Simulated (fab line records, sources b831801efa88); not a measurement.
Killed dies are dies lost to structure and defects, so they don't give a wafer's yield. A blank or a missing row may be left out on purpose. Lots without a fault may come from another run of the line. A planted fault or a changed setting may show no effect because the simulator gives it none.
Which tool did it? | flow sky130 | 11 lots, 33 wafers sampled, at 4 steps of a route of 708

WHAT THE GAUGES READ, wafer by wafer
SKY_CONTACT_THK_MEAS_03. Usual: CONTACT_HDPCVD_THK 563 nm, standard deviation 6.3.
lot  | measured     | on            | CONTACT_HDPCVD_THK (nm) | flag
L245 | day 28 06:53 | film_metro-04 | 571 564 572             |
L246 | day 28 08:02 | film_metro-01 | 560 558 565             |
L249 | day 29 06:59 | film_metro-04 | 564 558 558             |
L248 | day 29 09:32 | film_metro-03 | 569 573 561             |
L254 | day 30 19:57 | film_metro-03 | 547 559 555             |
L255 | day 31 04:23 | film_metro-04 | 556 565 550             |
L256 | day 31 11:38 | film_metro-04 | 556 556 568             |
L263 | day 40 15:27 | film_metro-03 | 560 557 573             |
L264 | day 40 22:09 | film_metro-01 | 552 563 560             |
L265 | day 40 23:02 | film_metro-01 | 575 562 574             |
L266 | day 41 01:04 | film_metro-01 | 578 570 566             |

WHICH TOOL RAN EACH LOT (tool, then ch and the chambers of the sampled wafers, then the start)
lot  | SKY_POLY_CUT_ETCH_11               | SKY_LOCAL_INTERCONNECT_METAL_ETCH_14 | SKY_CONTACT_CVD_00
L245 | rie_diel-02 ch 0,1, day 21 23:41   | rie_metal-04 ch 1, day 28 06:01      | pecvd-03 ch 1,2, day 28 06:43
L246 | rie_diel-04 ch 0,1,3, day 22 03:08 | rie_metal-02 ch 0,1, day 28 07:12    | pecvd-02 ch 0,2, day 28 07:53
L249 | rie_diel-02 ch 1,2,3, day 23 05:17 | rie_metal-02 ch 0,1, day 29 06:11    | pecvd-01 ch 0,1, day 29 06:49
L248 | rie_diel-04 ch 0,1,2, day 23 06:31 | rie_metal-04 ch 0,1, day 29 08:44    | pecvd-02 ch 1,2, day 29 09:22
L254 | rie_diel-03 ch 0,2,3, day 24 15:02 | rie_metal-01 ch 0,1, day 30 19:08    | pecvd-03 ch 1,2, day 30 19:46
L255 | rie_diel-03 ch 0,1,2, day 25 00:37 | rie_metal-04 ch 0, day 31 03:32      | pecvd-02 ch 0,1, day 31 04:13
L256 | rie_diel-04 ch 1,2,3, day 25 06:41 | rie_metal-01 ch 0,1, day 31 10:48    | pecvd-01 ch 0,2, day 31 11:29
L263 | rie_diel-04 ch 0,1,3, day 35 00:20 | rie_metal-04 ch 0,1, day 40 14:35    | pecvd-01 ch 0,1,2, day 40 15:17
L264 | rie_diel-03 ch 0,1,2, day 35 06:56 | rie_metal-04 ch 0,1, day 40 21:17    | pecvd-02 ch 1,2, day 40 21:59
L265 | rie_diel-02 ch 0,1,3, day 35 07:50 | rie_metal-01 ch 0,1, day 40 22:14    | pecvd-03 ch 0,1, day 40 22:52
L266 | rie_diel-03 ch 0,1,3, day 35 08:29 | rie_metal-04 ch 0,1, day 41 00:16    | pecvd-01 ch 0,2, day 41 00:54
- SKY_POLY_CUT_ETCH_11: etches Si3N4 in CF4/CH2F2/Ar, stops on poly-Si, time 42.5 s, target depth 60 nm.
- SKY_LOCAL_INTERCONNECT_METAL_ETCH_14: etches TiN in Cl2/BCl3, stops on PSG, target depth 110 nm, time 31.4 s.
- SKY_CONTACT_CVD_00: deposits Si3N4, target thk 75 nm.

WHAT THE TOOLS THEMSELVES READ (means of the sampled wafers that have a number; where no wafer has one, the mark that the record gives instead)
SKY_POLY_CUT_ETCH_11. Usual: cf4_flow_sccm 40.01 sccm, standard deviation 0.12; drypump_motor_current_A 5.8 A, standard deviation 0.68; oes_product_au 0.828 a.u., standard deviation 0.0061; rf_fwd_power_W 593.2 W, standard deviation 2.4; run_length_s 70.7 s, standard deviation 0.51; throttle_valve_pct 14.995 %, standard deviation 0.0092.
lot  | tool        | cf4_flow_sccm (sccm) | drypump_motor_current_A (A) | oes_product_au (a.u.) | rf_fwd_power_W (W) | run_length_s (s) | throttle_valve_pct (%) | flag
L245 | rie_diel-02 | 40.04                | 5.7                         | 0.835                 | 590.2              | 70.7             | 14.992                 |
L246 | rie_diel-04 | 39.95                | 6.2                         | 0.829                 | 593.6              | 70.7             | 14.985                 |
L249 | rie_diel-02 | 40.05                | 6.1                         | 0.830                 | 592.2              | 70.8             | 14.997                 |
L248 | rie_diel-04 | 40.16                | 6.0                         | 0.822                 | 593.6              | 70.6             | 14.993                 |
L254 | rie_diel-03 | 40.01                | 5.2                         | 0.860                 | 596.9              | 68.9             | 14.998                 | OFF
L255 | rie_diel-03 | 40.03                | 5.0                         | 0.865                 | 593.8              | 68.8             | 14.987                 | OFF
L256 | rie_diel-04 | 39.99                | 5.8                         | 0.832                 | 594.1              | 71.1             | 14.999                 |
L263 | rie_diel-04 | 40.03                | 6.2                         | 0.829                 | 593.9              | 70.9             | 15.004                 |
L264 | rie_diel-03 | 40.10                | 5.0                         | 0.830                 | 592.2              | 70.5             | 14.998                 |
L265 | rie_diel-02 | 39.93                | 6.2                         | 0.833                 | 591.9              | 71.1             | 14.994                 |
L266 | rie_diel-03 | 40.11                | 5.5                         | 0.822                 | 592.8              | 70.5             | 14.991                 |

SKY_LOCAL_INTERCONNECT_METAL_ETCH_14. Usual: drypump_motor_current_A 5.9 A, standard deviation 0.43; he_backside_leak_sccm 3.3 sccm, standard deviation 0.47; oes_product_au 0.943 a.u., standard deviation 0.007; rf_fwd_power_W 887 W, standard deviation 3.2; run_length_s 59.6 s, standard deviation 0.7; throttle_valve_pct 21.900 %, standard deviation 0.011.
lot  | tool         | drypump_motor_current_A (A) | he_backside_leak_sccm (sccm) | oes_product_au (a.u.) | rf_fwd_power_W (W) | run_length_s (s) | throttle_valve_pct (%) | flag
L245 | rie_metal-04 | 5.6                         | 3.1                          | 0.942                 | 889                | 59.8             | 21.907                 |
L246 | rie_metal-02 | 6.3                         | 4.5                          | 0.946                 | 887                | 59.4             | 21.890                 |
L249 | rie_metal-02 | 6.4                         | 3.5                          | 0.945                 | 891                | 59.6             | 21.904                 |
L248 | rie_metal-04 | 6.1                         | 3.2                          | 0.934                 | 885                | 59.2             | 21.908                 |
L254 | rie_metal-01 | 5.4                         | 3.1                          | 0.954                 | 888                | 59.4             | 21.893                 |
L255 | rie_metal-04 | 6.5                         | 3.6                          | 0.940                 | 883                | 59.3             | 21.903                 |
L256 | rie_metal-01 | 5.6                         | 3.2                          | 0.951                 | 888                | 59.5             | 21.888                 |
L263 | rie_metal-04 | 5.9                         | 3.4                          | 0.931                 | 889                | 59.7             | 21.916                 |
L264 | rie_metal-04 | 6.1                         | 3.5                          | 0.940                 | 886                | 59.4             | 21.900                 |
L265 | rie_metal-01 | 5.6                         | 3.0                          | 0.944                 | 886                | 59.3             | 21.903                 |
L266 | rie_metal-04 | 6.0                         | 3.1                          | 0.944                 | 885                | 59.6             | 21.892                 |

SKY_CONTACT_CVD_00. Usual: heater_power_w 692 W, standard deviation 61; rf_fwd_power_W 444.2 W, standard deviation 2.4; susceptor_temp_C 399.98 C, standard deviation 0.23.
lot  | tool     | heater_power_w (W) | rf_fwd_power_W (W) | susceptor_temp_C (C) | flag
L245 | pecvd-03 | 736                | 444.6              | 400.03               |
L246 | pecvd-02 | 652                | 442.0              | 400.00               |
L249 | pecvd-01 | 643                | 444.5              | 399.77               |
L248 | pecvd-02 | 709                | 444.0              | 400.07               |
L254 | pecvd-03 | 776                | 441.1              | 400.02               |
L255 | pecvd-02 | 709                | 444.2              | 399.93               |
L256 | pecvd-01 | 657                | 445.5              | 400.06               |
L263 | pecvd-01 | 675                | 445.6              | 399.89               |
L264 | pecvd-02 | 734                | 442.5              | 400.06               |
L265 | pecvd-03 | 680                | 444.3              | 400.32               |
L266 | pecvd-01 | 631                | 445.2              | 399.78               |

THE ANSWER, worked out from the rows above alone
Rule: a lot is off if the mean of its wafers that have a number lies more than 3 standard deviations from the usual mean. A lot without any number at a reading at which 4 lots or more have one is off too. The other lots that the step has rows for count as sound. The gauges are gone through in route order, then the tools' own readings, and for those a lot's mean is taken as printed above. The first step at which some lot is off is used, and at that step the reading that is off furthest; a lot without a number counts as furthest.
Off: L254, L255, at SKY_POLY_CUT_ETCH_11 (oes_product_au).
A tool fits if, at that step or a process step before it, it ran every lot that is off, and no sound lot after the first of them. None of those tried fits.

WHAT THE SIMULATOR HAD PUT IN
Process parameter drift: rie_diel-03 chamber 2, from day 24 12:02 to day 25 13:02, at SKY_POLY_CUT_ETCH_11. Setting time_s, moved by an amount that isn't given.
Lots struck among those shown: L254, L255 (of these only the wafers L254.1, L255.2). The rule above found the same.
